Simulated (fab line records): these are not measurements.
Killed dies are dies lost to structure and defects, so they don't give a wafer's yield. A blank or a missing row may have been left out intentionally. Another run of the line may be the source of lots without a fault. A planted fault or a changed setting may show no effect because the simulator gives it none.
Which tool did it? | flow gf180mcu | Sampling: 15 lots, 45 wafers, 3 of 602 route steps

WHAT THE GAUGES SHOWED, per wafer
GF_V5_THK_MEAS_01. Usual: V5_CVD_00_THK 299 nm, standard deviation 3.2.
lot  | measured     | on            | V5_CVD_00_THK (nm) | flag
L725 | day 26 07:44 | film_metro-02 | 299 304 301        |
L726 | day 26 14:17 | film_metro-03 | 296 302 301        |
L727 | day 27 01:19 | film_metro-03 | 303 300 301        |
L729 | day 27 16:41 | film_metro-03 | 300 294 299        |
L730 | day 28 01:57 | film_metro-03 | 301 292 292        |
L732 | day 28 12:26 | film_metro-02 | 292 298 291        |
L739 | day 30 12:24 | film_metro-01 | 294 295 300        |
L740 | day 31 03:00 | film_metro-01 | 298 299 301        |
L741 | day 31 06:56 | film_metro-03 | 302 299 297        |
L742 | day 31 10:37 | film_metro-03 | 300 296 298        |
L743 | day 31 18:19 | film_metro-02 | 296 295 296        |
L744 | day 32 04:39 | film_metro-03 | 298 300 303        |
L745 | day 32 05:56 | film_metro-02 | 293 299 298        |
L748 | day 32 18:53 | film_metro-03 | 300 299 300        |
L746 | day 32 18:53 | film_metro-02 | 301 305 300        |

GF_V5_RS_MEAS_24: measurement is done with a four-point probe. Usual: V5_W_RS 0.330 ohm/sq, standard deviation 0.0057.
lot  | measured     | on            | V5_W_RS (ohm/sq)  | flag
L725 | day 27 05:36 | film_metro-01 | 0.330 0.333 0.331 |
L726 | day 27 12:01 | film_metro-01 | 0.331 0.338 0.343 |
L727 | day 27 22:34 | film_metro-01 | 0.337 0.331 0.340 |
L729 | day 28 13:37 | film_metro-02 | 0.338 0.333 0.330 |
L730 | day 28 22:37 | film_metro-02 | 0.324 0.319 0.327 |
L732 | day 29 08:46 | film_metro-03 | 0.335 0.336 0.337 |
L739 | day 31 07:20 | film_metro-03 | 0.321 0.319 0.321 |
L740 | day 31 22:23 | film_metro-01 | 0.334 0.332 0.330 |
L741 | day 32 01:25 | film_metro-01 | 0.327 0.326 0.324 |
L742 | day 32 05:11 | film_metro-02 | 0.319 0.323 0.326 |
L743 | day 32 12:44 | film_metro-03 | 0.332 0.337 0.329 |
L744 | day 32 22:40 | film_metro-02 | 0.322 0.324 0.325 |
L745 | day 33 00:53 | film_metro-01 | 0.330 0.332 0.337 |
L748 | day 33 11:49 | film_metro-01 | 0.324 0.328 0.327 |
L746 | day 33 13:07 | film_metro-01 | 0.322 0.326 0.323 |

WHAT TOOL EACH LOT RAN ON (gives the tool, then ch and the chambers of the sampled wafers, and finally the start)
lot  | GF_V5_CVD_23
L725 | cvd_w-02 ch 0,1, day 27 05:29
L726 | cvd_w-02 ch 0,1, day 27 11:54
L727 | cvd_w-02 ch 0,1, day 27 22:28
L729 | cvd_w-02 ch 0,1, day 28 13:30
L730 | cvd_w-01 ch 0,1, day 28 22:28
L732 | cvd_w-02 ch 0,1, day 29 08:39
L739 | cvd_w-01 ch 0, day 31 07:13
L740 | cvd_w-02 ch 0,1, day 31 22:14
L741 | cvd_w-01 ch 0,1, day 32 01:17
L742 | cvd_w-01 ch 0,1, day 32 05:05
L743 | cvd_w-02 ch 0, day 32 12:32
L744 | cvd_w-01 ch 0,1, day 32 22:32
L745 | cvd_w-02 ch 0,1, day 33 00:46
L748 | cvd_w-02 ch 0,1, day 33 11:43
L746 | cvd_w-01 ch 0,1, day 33 12:59
- GF_V5_CVD_23: deposits W, target thk 350 nm, time 104.9 s.

WHAT THE TOOLS THEMSELVES READ (means of the sampled wafers that have a number; where no wafer has one, the mark that the record gives instead)
GF_V5_CVD_23. Usual: heater_power_w 821 W, standard deviation 140.
lot  | tool     | heater_power_w (W) | flag
L725 | cvd_w-02 | 897                |
L726 | cvd_w-02 | 782                |
L727 | cvd_w-02 | 774                |
L729 | cvd_w-02 | 903                |
L730 | cvd_w-01 | 791                |
L732 | cvd_w-02 | 780                |
L739 | cvd_w-01 | 797                |
L740 | cvd_w-02 | 911                |
L741 | cvd_w-01 | 797                |
L742 | cvd_w-01 | 819                |
L743 | cvd_w-02 | 676                |
L744 | cvd_w-01 | 815                |
L745 | cvd_w-02 | 785                |
L748 | cvd_w-02 | 906                |
L746 | cvd_w-01 | 804                |

THE ANSWER, worked out from the rows above alone
Rule: take the mean of a lot's wafers that have a number; if it is more than 3 standard deviations from the usual mean, the lot is off. Also off: a lot with no number at a reading for which 4 or more lots have one. All remaining lots with rows at the step are treated as sound. Order of review: gauges by route order, followed by the tools' own readings, for which a lot's mean as printed above is used. The first step at which some lot is off is used, and at that step the reading that is off furthest; a lot without a number counts as furthest.
Across all readings shown, no lot is off: no conclusion can be drawn from this.

WHAT WAS PUT IN BY THE SIMULATOR
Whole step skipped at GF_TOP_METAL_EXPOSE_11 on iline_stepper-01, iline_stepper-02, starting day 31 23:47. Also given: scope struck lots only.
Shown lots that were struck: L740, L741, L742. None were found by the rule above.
